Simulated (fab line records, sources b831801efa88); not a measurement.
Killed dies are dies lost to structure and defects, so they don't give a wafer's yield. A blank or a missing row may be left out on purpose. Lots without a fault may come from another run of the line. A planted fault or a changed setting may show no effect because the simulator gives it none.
fab line records | flow sky130 | part 1 of 2: steps 1 to 22 of 34
record lots=5 wafers=15 last_day=50
route steps=708 shown VIA4@655 METAL5@661 PASSIVATION@681
lots that met no fault: from a run of the same line without faults
start_h: hours from the record's first day to the start of the lot's first wafer shown | wait_h: hours since the lot's step before | " the same as in the row above | L1.1+2: a row that stands for several wafers | - no value, or no start given | * or withheld: withheld | < > ~ a bound
route shown NAME@n: a module of which the file shows steps, and the number in the route of the first | usual: mean/standard deviation of fault-free wafers | same: alike in all rows | chamber/n: place in a boat | sites: the reading at each site | _std_site: their standard deviation | _edge_site: outer sites' mean less inner sites' | radius_mm: how far each site lies from the wafer's centre | mask NAME#n: copy n | behind: the tool/chamber that last shaped the wafer | hold: why the lot was held/for how many hours/how that ended | device: the transistor (n, p or np) that didn't switch | end of line: the same wafers' tests at the end of the route | a step without rows: its recipe alone | killed: dies lost to structure and defects at the first sort, not the wafer's yield | map: a wafer's dies, x killed, . not, _ none there
set.NAME: the setting as run; set.NAME@STEP: as run at that earlier step | model.NAME: the simulator's own value behind a step, which no gauge read
lots at some steps of the route; a table a step, a row a wafer
services: from which hour (start_h, from the record's first day; less than 0 if before it) a tool's chamber was out of use, for how many hours, and why
## steps
# step SKY_VIA4_CLEAN_16
# recipe chemistry=O3/DIW dry=n2_spin
# columns lot.wafer tool chamber start_h wait_h
L075.1+2+4 wet_bench-04 0 1036.41 0.0
L078.2+5+6 wet_bench-04 3 1038.63 0.0
L091.2+5+6 wet_bench-04 2 1117.91 0.0
L092.2+3+5 wet_bench-01 2 1121.34 0.0
L095.1+2+3 wet_bench-01 0 1141.44 0.0
# step SKY_VIA4_SPUTTER_17
# recipe material=TiN target_thk_nm=20 chamber_pressure_pa=5 power_w=4000 time_s=80
# usual cathode_dc_power_W=3999.9/0.68 throttle_valve_pct=30.1/1.2
# columns lot.wafer tool chamber start_h wait_h cathode_dc_power_W throttle_valve_pct
L075.1 pvd_sputter-03 - 1036.51 0.0 4000.7 29.8
L075.2 " - " " 3998.9 29.1
L075.4 " - " " 3999.5 31.8
L078.2 pvd_sputter-04 - 1038.72 0.0 4000.0 31.6
L078.5 " - " " 3999.7 28.8
L078.6 " - " " 3999.8 31.1
L091.2 pvd_sputter-04 - 1118.00 0.0 3999.8 30.9
L091.5 " - " " 3999.8 28.8
L091.6 " - " " 3999.9 31.0
L092.2 pvd_sputter-02 - 1121.44 0.0 3999.6 29.0
L092.3 " - " " 3999.3 31.1
L092.5 " - " " 3999.6 29.4
L095.1 pvd_sputter-03 - 1141.54 0.0 4000.1 29.8
L095.2 " - " " 3997.9 31.8
L095.3 " - " " 3999.9 28.4
# step SKY_VIA4_CVD_18
# recipe material=W target_thk_nm=505 time_s=152.14 temp_c=400 pressure_torr=40
# usual chamber_pressure_Torr=40.02/0.092 heater_power_w=830/34
# columns lot.wafer tool chamber start_h wait_h chamber_pressure_Torr heater_power_w
L075.1 cvd_w-02 1 1036.57 0.0 40.08 806
L075.2 " 0 " " 39.99 830
L075.4 " 1 " " 40.14 775
L078.2 cvd_w-02 0 1038.78 0.0 40.05 836
L078.5 " 0 " " 40.03 842
L078.6 " 1 " " 39.94 795
L091.2 cvd_w-01 1 1118.06 0.0 40.05 799
L091.5 " 1 " " 40.04 825
L091.6 " 0 " " 39.99 881
L092.2 cvd_w-02 1 1121.50 0.0 39.91 799
L092.3 " 1 " " 39.86 787
L092.5 " 0 " " 40.03 832
L095.1 cvd_w-01 1 1141.61 0.0 39.90 826
L095.2 " 0 " " 40.02 878
L095.3 " 0 " " 39.93 867
# step SKY_VIA4_RS_MEAS_19
# recipe thk_meas_gauge=four-point-probe reads=W_of_VIA4_CVD_18+TiN_of_VIA4_SPUTTER_17
# usual VIA4_W_RS=0.227/0.0032
# columns lot.wafer tool chamber start_h wait_h VIA4_W_RS[ohm/sq]
L075.1 film_metro-04 - 1036.72 0.1 0.224
L075.2 " - " " 0.227
L075.4 " - " " 0.222
L078.2 film_metro-01 - 1038.96 0.1 0.227
L078.5 " - " " 0.226
L078.6 " - " " 0.224
L091.2 film_metro-01 - 1118.23 0.1 0.232
L091.5 " - " " 0.229
L091.6 " - " " 0.225
L092.2 film_metro-03 - 1121.67 0.1 0.227
L092.3 " - " " 0.228
L092.5 " - " " 0.226
L095.1 film_metro-03 - 1141.77 0.1 0.231
L095.2 " - " " 0.223
L095.3 " - " " 0.224
# step SKY_VIA4_THK_MEAS_20
# recipe thk_meas_gauge=xrf reads=W_of_VIA4_CVD_18
# usual VIA4_W_THK=510/8.1
# columns lot.wafer tool chamber start_h wait_h VIA4_W_THK[nm]
L075.1 film_metro-04 - 1036.84 0.1 515
L075.2 " - " " 508
L075.4 " - " " 515
L078.2 film_metro-01 - 1039.07 0.1 508
L078.5 " - " " 513
L078.6 " - " " 520
L091.2 film_metro-01 - 1118.34 0.1 499
L091.5 " - " " 502
L091.6 " - " " 511
L092.2 film_metro-03 - 1121.78 0.1 509
L092.3 " - " " 509
L092.5 " - " " 510
L095.1 film_metro-03 - 1141.89 0.1 505
L095.2 " - " " 519
L095.3 " - " " 519
# step SKY_VIA4_CMP_21
# recipe stop_on=SiO2 t_overpolish_s=25 down_force_psi=3.5 platen_rpm=60 target_thk_nm=0 pad_velocity_m_s=0.94248
# usual edge_zone_pressure_frac=0.999/0.0056 motor_current_A=11.0/0.75 overpolish_run_s=25.001/0.0093 time_to_endpoint_s=123/4
# columns lot.wafer tool chamber start_h wait_h edge_zone_pressure_frac motor_current_A overpolish_run_s time_to_endpoint_s
L075.1 cmp-01 1 1036.90 0.1 1.001 10.2 24.988 122
L075.4 " 3 " " 1.001 9.5 25.006 130
L075.2 " 0 " " 0.988 11.9 25.015 125
L078.2 cmp-02 1 1039.17 0.1 0.988 11.6 25.005 118
L078.5 " 0 " " 0.998 12.0 25.006 130
L078.6 " 1 " " 1.002 11.4 24.997 123
L091.2 cmp-01 3 1118.71 0.4 1.010 9.5 24.992 123
L091.5 " 1 " " 0.997 10.0 25.010 122
L091.6 " 2 " " 1.003 10.9 25.016 125
L092.2 cmp-02 3 1121.83 0.0 0.994 11.5 24.996 124
L092.3 " 1 " " 0.997 10.7 25.001 121
L092.5 " 0 " " 1.008 11.7 25.004 123
L095.2 cmp-02 3 1142.07 0.2 0.996 11.4 25.012 122
L095.1 " 1 " " 0.995 11.4 24.998 116
L095.3 " 2 " " 1.001 10.8 24.997 130
# step SKY_METAL5_SPUTTER_00
# recipe material=Ti target_thk_nm=15 power_w=3000 time_s=10 chamber_pressure_pa=0.4
# usual cathode_dc_power_W=3000.0/0.51 throttle_valve_pct=30.2/1.2
# columns lot.wafer tool chamber start_h wait_h cathode_dc_power_W throttle_valve_pct
L075.1 pvd_sputter-04 - 1037.20 0.2 3000.6 31.7
L075.2 " - " " 2999.5 28.6
L075.4 " - " " 2999.5 28.6
L078.2 pvd_sputter-01 - 1039.42 0.2 3000.3 29.8
L078.5 " - " " 2999.8 31.0
L078.6 " - " " 3001.0 29.9
L091.2 pvd_sputter-03 - 1118.91 0.1 3000.5 29.9
L091.5 " - " " 2999.0 29.1
L091.6 " - " " 3000.2 31.7
L092.2 pvd_sputter-01 - 1122.13 0.2 3000.0 30.4
L092.3 " - " " 3000.0 31.8
L092.5 " - " " 3000.0 29.5
L095.1 pvd_sputter-03 - 1142.37 0.1 3000.2 32.0
L095.2 " - " " 3000.0 30.1
L095.3 " - " " 2999.6 28.5
# step SKY_METAL5_SPUTTER_01
# recipe material=TiN target_thk_nm=20 power_w=6500 time_s=16.26 chamber_pressure_pa=0.4
# usual cathode_dc_power_W=6500.2/1.2 throttle_valve_pct=30.1/1.2
# columns lot.wafer tool chamber start_h wait_h cathode_dc_power_W throttle_valve_pct
L075.1 pvd_sputter-04 - 1037.22 0.0 6501.6 31.7
L075.2 " - " " 6499.4 28.6
L075.4 " - " " 6501.1 28.5
L078.2 pvd_sputter-01 - 1039.44 0.0 6500.2 29.5
L078.5 " - " " 6500.1 30.9
L078.6 " - " " 6498.5 29.7
L091.2 pvd_sputter-03 - 1118.93 0.0 6501.9 29.6
L091.5 " - " " 6499.7 29.3
L091.6 " - " " 6500.1 31.9
L092.2 pvd_sputter-01 - 1122.15 0.0 6502.5 30.1
L092.3 " - " " 6500.5 31.9
L092.5 " - " " 6499.6 29.7
L095.1 pvd_sputter-03 - 1142.39 0.0 6499.6 31.6
L095.2 " - " " 6499.5 30.0
L095.3 " - " " 6499.8 28.4
# step SKY_METAL5_SPUTTER_02
# recipe material=AlCu target_thk_nm=1150 power_w=10600 time_s=61.2 chamber_pressure_pa=0.4
# usual cathode_dc_power_W=10600/1.8 throttle_valve_pct=30.1/1.2
# columns lot.wafer tool chamber start_h wait_h cathode_dc_power_W throttle_valve_pct
L075.1 pvd_sputter-04 - 1037.25 0.0 10598 31.7
L075.2 " - " " 10602 28.5
L075.4 " - " " 10601 28.6
L078.2 pvd_sputter-01 - 1039.46 0.0 10602 29.6
L078.5 " - " " 10601 30.7
L078.6 " - " " 10599 29.6
L091.2 pvd_sputter-03 - 1118.96 0.0 10599 29.8
L091.5 " - " " 10599 29.2
L091.6 " - " " 10600 31.7
L092.2 pvd_sputter-01 - 1122.18 0.0 10600 30.6
L092.3 " - " " 10600 31.6
L092.5 " - " " 10598 29.5
L095.1 pvd_sputter-03 - 1142.42 0.0 10598 32.1
L095.2 " - " " 10600 29.8
L095.3 " - " " 10599 28.2
# step SKY_METAL5_SPUTTER_03
# recipe material=Ti target_thk_nm=5 power_w=3000 time_s=3.3 chamber_pressure_pa=0.4
# usual cathode_dc_power_W=2999.9/0.55 throttle_valve_pct=30.2/1.2
# columns lot.wafer tool chamber start_h wait_h cathode_dc_power_W throttle_valve_pct
L075.1 pvd_sputter-04 - 1037.30 0.0 2999.8 31.8
L075.2 " - " " 3000.8 28.4
L075.4 " - " " 3000.1 28.6
L078.2 pvd_sputter-01 - 1039.52 0.0 3000.4 29.6
L078.5 " - " " 2999.6 31.1
L078.6 " - " " 2999.3 29.7
L091.2 pvd_sputter-03 - 1119.01 0.0 2999.8 29.9
L091.5 " - " " 3000.1 29.2
L091.6 " - " " 2999.7 31.9
L092.2 pvd_sputter-01 - 1122.23 0.0 3000.4 30.6
L092.3 " - " " 3000.5 32.0
L092.5 " - " " 2999.9 29.8
L095.1 pvd_sputter-03 - 1142.47 0.0 2999.8 31.9
L095.2 " - " " 2999.4 29.9
L095.3 " - " " 3000.2 28.4
# step SKY_METAL5_SPUTTER_04
# recipe material=TiN target_thk_nm=70 power_w=6500 time_s=58.3 chamber_pressure_pa=0.4
# usual cathode_dc_power_W=6500.0/1.2 throttle_valve_pct=30.2/1.2
# columns lot.wafer tool chamber start_h wait_h cathode_dc_power_W throttle_valve_pct
L075.1 pvd_sputter-04 - 1037.32 0.0 6502.2 31.7
L075.2 " - " " 6497.7 28.6
L075.4 " - " " 6501.0 28.8
L078.2 pvd_sputter-01 - 1039.53 0.0 6501.7 29.7
L078.5 " - " " 6498.8 30.9
L078.6 " - " " 6501.4 29.6
L091.2 pvd_sputter-03 - 1119.03 0.0 6500.2 30.0
L091.5 " - " " 6502.1 29.2
L091.6 " - " " 6500.9 32.1
L092.2 pvd_sputter-01 - 1122.25 0.0 6498.5 30.5
L092.3 " - " " 6498.8 31.4
L092.5 " - " " 6499.8 29.8
L095.1 pvd_sputter-03 - 1142.49 0.0 6498.2 31.8
L095.2 " - " " 6501.1 30.0
L095.3 " - " " 6499.9 28.4
# step SKY_METAL5_RS_MEAS_05
# recipe thk_meas_gauge=four-point-probe reads=TiN_of_METAL5_SPUTTER_04+Ti_of_METAL5_SPUTTER_03+AlCu_of_METAL5_SPUTTER_02+TiN_of_METAL5_SPUTTER_01+Ti_of_METAL5_SPUTTER_00
# usual METAL5_ALCU_RS=0.0271/0.00035
# columns lot.wafer tool chamber start_h wait_h METAL5_ALCU_RS[ohm/sq]
L075.1 film_metro-02 - 1037.36 0.0 0.0274
L075.2 " - " " 0.0267
L075.4 " - " " 0.0272
L078.2 film_metro-03 - 1039.60 0.0 0.0273
L078.5 " - " " 0.0273
L078.6 " - " " 0.0274
L091.2 film_metro-03 - 1119.09 0.0 0.0275
L091.5 " - " " 0.0271
L091.6 " - " " 0.0276
L092.2 film_metro-03 - 1122.32 0.0 0.0273
L092.3 " - " " 0.0275
L092.5 " - " " 0.0276
L095.1 film_metro-01 - 1142.54 0.0 0.0276
L095.2 " - " " 0.0273
L095.3 " - " " 0.0272
# step SKY_METAL5_THK_MEAS_06
# recipe thk_meas_gauge=xrf reads=AlCu_of_METAL5_SPUTTER_02
# usual METAL5_ALCU_THK=1123/16
# columns lot.wafer tool chamber start_h wait_h METAL5_ALCU_THK[nm]
L075.1 film_metro-02 - 1037.48 0.1 1102
L075.2 " - " " 1131
L075.4 " - " " 1114
L078.2 film_metro-03 - 1039.71 0.1 1115
L078.5 " - " " 1114
L078.6 " - " " 1107
L091.2 film_metro-03 - 1119.20 0.1 1112
L091.5 " - " " 1128
L091.6 " - " " 1104
L092.2 film_metro-03 - 1122.43 0.1 1120
L092.3 " - " " 1103
L092.5 " - " " 1104
L095.1 film_metro-01 - 1142.66 0.1 1111
L095.2 " - " " 1116
L095.3 " - " " 1121
# step SKY_METAL5_DEHYDRATE_07
# recipe temp_c=200 time_s=60
# usual exhaust_pa=45.1/0.97
# columns lot.wafer tool chamber start_h wait_h exhaust_pa
L075.1 litho_track-02 0 1047.59 10.1 45.1
L075.2 " 0 " " 44.3
L075.4 " 0 " " 45.0
L078.2 litho_track-01 0 1049.38 9.7 45.5
L078.5 " 0 " " 43.8
L078.6 " 0 " " 44.4
L091.2 litho_track-02 0 1128.62 9.4 45.7
L091.5 " 0 " " 44.9
L091.6 " 0 " " 45.2
L092.2 litho_track-01 0 1132.23 9.8 46.8
L092.3 " 0 " " 46.3
L092.5 " 0 " " 45.0
L095.1 litho_track-01 0 1152.01 9.3 45.1
L095.2 " 0 " " 46.1
L095.3 " 0 " " 45.3
# step SKY_METAL5_HMDS_08
# recipe prime_time_s=60 prime_temp_c=120
# usual exhaust_pa=44.9/0.99
# columns lot.wafer tool chamber start_h wait_h exhaust_pa
L075.1 litho_track-02 0 1047.74 0.1 45.7
L075.2 " 0 " " 45.1
L075.4 " 0 " " 45.5
L078.2 litho_track-01 0 1049.53 0.1 45.6
L078.5 " 0 " " 44.4
L078.6 " 0 " " 45.1
L091.2 litho_track-02 0 1128.77 0.1 44.6
L091.5 " 0 " " 45.9
L091.6 " 0 " " 44.9
L092.2 litho_track-01 0 1132.38 0.1 46.0
L092.3 " 0 " " 45.1
L092.5 " 0 " " 45.2
L095.1 litho_track-01 0 1152.16 0.1 42.8
L095.2 " 0 " " 43.9
L095.3 " 0 " " 45.2
# step SKY_METAL5_COAT_09
# recipe resist=NOVOLAK spin_rpm=3000 resist_thk_nm=1800
# usual exhaust_pa=45.2/1
# columns lot.wafer tool chamber start_h wait_h exhaust_pa
L075.1 litho_track-02 0 1047.89 0.1 46.1
L075.2 " 0 " " 45.6
L075.4 " 0 " " 47.0
L078.2 litho_track-01 0 1049.68 0.1 44.9
L078.5 " 0 " " 43.2
L078.6 " 0 " " 43.2
L091.2 litho_track-02 0 1128.92 0.1 45.0
L091.5 " 0 " " 43.0
L091.6 " 0 " " 44.2
L092.2 litho_track-01 0 1132.53 0.1 45.8
L092.3 " 0 " " 45.8
L092.5 " 0 " " 46.0
L095.1 litho_track-01 0 1152.31 0.1 45.6
L095.2 " 0 " " 45.9
L095.3 " 0 " " 46.8
# step SKY_METAL5_SOFTBAKE_10
# recipe temp_c=90 time_s=60 resist=NOVOLAK
# usual exhaust_pa=45.1/0.92
# columns lot.wafer tool chamber start_h wait_h exhaust_pa
L075.1 litho_track-02 0 1048.04 0.1 43.8
L075.2 " 0 " " 44.9
L075.4 " 0 " " 44.5
L078.2 litho_track-01 0 1049.83 0.1 44.2
L078.5 " 0 " " 43.8
L078.6 " 0 " " 43.7
L091.2 litho_track-02 0 1129.07 0.1 45.4
L091.5 " 0 " " 45.1
L091.6 " 0 " " 45.6
L092.2 litho_track-01 0 1132.68 0.1 46.3
L092.3 " 0 " " 45.3
L092.5 " 0 " " 46.3
L095.1 litho_track-01 0 1152.46 0.1 44.2
L095.2 " 0 " " 44.6
L095.3 " 0 " " 44.1
# step SKY_METAL5_EXPOSE_11
# recipe mask_id=MM5 na=0.6 source_shape=conventional sigma_outer=0.6 polarization=unpolarized target_cd_nm=1600 dose_mj=190
# columns lot.wafer tool chamber start_h wait_h mask
L075.1+2+4 iline_stepper-02 0 - - MM5#0
L078.2+5+6 iline_stepper-01 0 - - MM5#0
L091.2+5+6 iline_stepper-01 0 - - MM5#0
L092.2+3+5 iline_stepper-02 0 - - MM5#0
L095.1+2+3 iline_stepper-02 0 - - MM5#0
# step SKY_METAL5_PEB_12
# recipe temp_c=withheld time_s=* resist=NOVOLAK
# usual exhaust_pa=45.1/0.97
# columns lot.wafer tool chamber start_h wait_h exhaust_pa
L075.1 litho_track-04 0 - - 46.1
L075.2 " 0 " " 44.7
L075.4 " 0 " " 44.6
L078.2 litho_track-02 0 - - 44.1
L078.5 " 0 " " 45.9
L078.6 " 0 " " 44.8
L091.2 litho_track-02 0 - - 44.3
L091.5 " 0 " " 44.4
L091.6 " 0 " " 44.2
L092.2 litho_track-02 0 - - 44.2
L092.3 " 0 " " 43.2
L092.5 " 0 " " 43.8
L095.1 litho_track-01 0 - - 46.5
L095.2 " 0 " " 44.7
L095.3 " 0 " " 45.9
# step SKY_METAL5_DEVELOP_13
# recipe resist=NOVOLAK developer=TMAH develop_time_s=60 dev_temp_c=23
# usual exhaust_pa=45.2/0.92
# columns lot.wafer tool chamber start_h wait_h exhaust_pa
L075.1 litho_track-04 0 1058.69 0.1 44.2
L075.2 " 0 " " 44.7
L075.4 " 0 " " 44.4
L078.2 litho_track-02 0 1060.72 0.1 44.5
L078.5 " 0 " " 45.4
L078.6 " 0 " " 44.9
L091.2 litho_track-02 0 1138.42 0.1 44.3
L091.5 " 0 " " 44.6
L091.6 " 0 " " 44.8
L092.2 litho_track-02 0 1141.17 0.1 45.8
L092.3 " 0 " " 45.9
L092.5 " 0 " " 46.0
L095.1 litho_track-01 0 1160.31 0.1 45.4
L095.2 " 0 " " 45.6
L095.3 " 0 " " 46.7
# step SKY_METAL5_DESCUM_14
# recipe chemistry=O2 source_power_w=150 bias_power_w=0 pressure_mtorr=10 temp_c=40 time_s=11
# usual drypump_motor_current_A=5.73/0.17 he_backside_leak_sccm=3.31/0.21 oes_product_au=0.996/0.011
# columns lot.wafer tool chamber start_h wait_h drypump_motor_current_A he_backside_leak_sccm oes_product_au rf_hours_counter_h
L075.1 rie_metal-04 1 1058.84 0.1 6.05 3.32 0.980 18
L075.2 " 0 " " 5.71 3.42 0.993 12
L075.4 " 1 " " 6.04 3.17 0.984 -
L078.2 rie_metal-03 0 1060.84 0.1 5.51 3.22 1.001 15
L078.5 " 1 " " 5.75 3.61 0.977 -
L078.6 " 0 " " 5.51 3.08 1.002 -
L091.2 rie_metal-04 1 1138.55 0.1 6.03 3.12 0.982 25
L091.5 " 0 " " 5.72 3.38 0.996 -
L091.6 " 1 " " 6.02 3.18 0.980 -
L092.2 rie_metal-03 1 1141.30 0.1 5.74 3.45 1.001 0
L092.3 " 1 " " 5.73 3.57 0.995 -
L092.5 " 0 " " 5.51 3.22 1.008 -
L095.1 rie_metal-03 1 1160.46 0.1 5.74 3.54 0.985 2
L095.2 " 0 " " 5.52 3.15 1.001 25
L095.3 " 1 " " 5.74 3.51 0.987 -
# step SKY_METAL5_METAL_ETCH_15
# recipe target_depth_a=12600 stop_on=SiO2 over_etch_frac=0.2 time_s=252 chemistry=Cl2/BCl3 resist_sidewall_deg=86 pressure_mtorr=10 icp_w=900 bias_w=48.5 Cl2_flow_sccm=60 bcl3_flow_sccm=30
# usual drypump_motor_current_A=5.73/0.17 he_backside_leak_sccm=3.4/0.4 oes_product_au=0.894/0.0052 throttle_valve_pct=22.263/0.0093
# columns lot.wafer tool chamber start_h wait_h drypump_motor_current_A he_backside_leak_sccm oes_product_au rf_hours_counter_h throttle_valve_pct
L075.1 rie_metal-04 1 1058.88 0.0 6.04 3.1 0.896 18 22.266
L075.2 " 0 " " 5.71 3.3 0.891 12 22.288
L075.4 " 1 " " 6.04 3.1 0.895 - 22.259
L078.2 rie_metal-03 0 1060.88 0.0 5.50 3.1 0.894 15 22.261
L078.5 " 1 " " 5.71 3.6 0.904 - 22.277
L078.6 " 0 " " 5.50 3.1 0.902 - 22.253
L091.2 rie_metal-04 1 1138.58 0.0 6.00 3.2 0.896 25 22.257
L091.5 " 0 " " 5.72 3.3 0.894 - 22.254
L091.6 " 1 " " 6.03 3.1 0.891 - 22.263
L092.2 rie_metal-03 1 1141.33 0.0 5.76 3.4 0.900 0 22.274
L092.3 " 1 " " 5.72 3.4 0.898 - 22.262
L092.5 " 0 " " 5.52 3.2 0.899 - 22.254
L095.1 rie_metal-03 1 1160.49 0.0 5.73 3.6 0.886 2 22.255
L095.2 " 0 " " 5.55 3.1 0.896 25 22.247
L095.3 " 1 " " 5.73 3.6 0.891 - 22.273
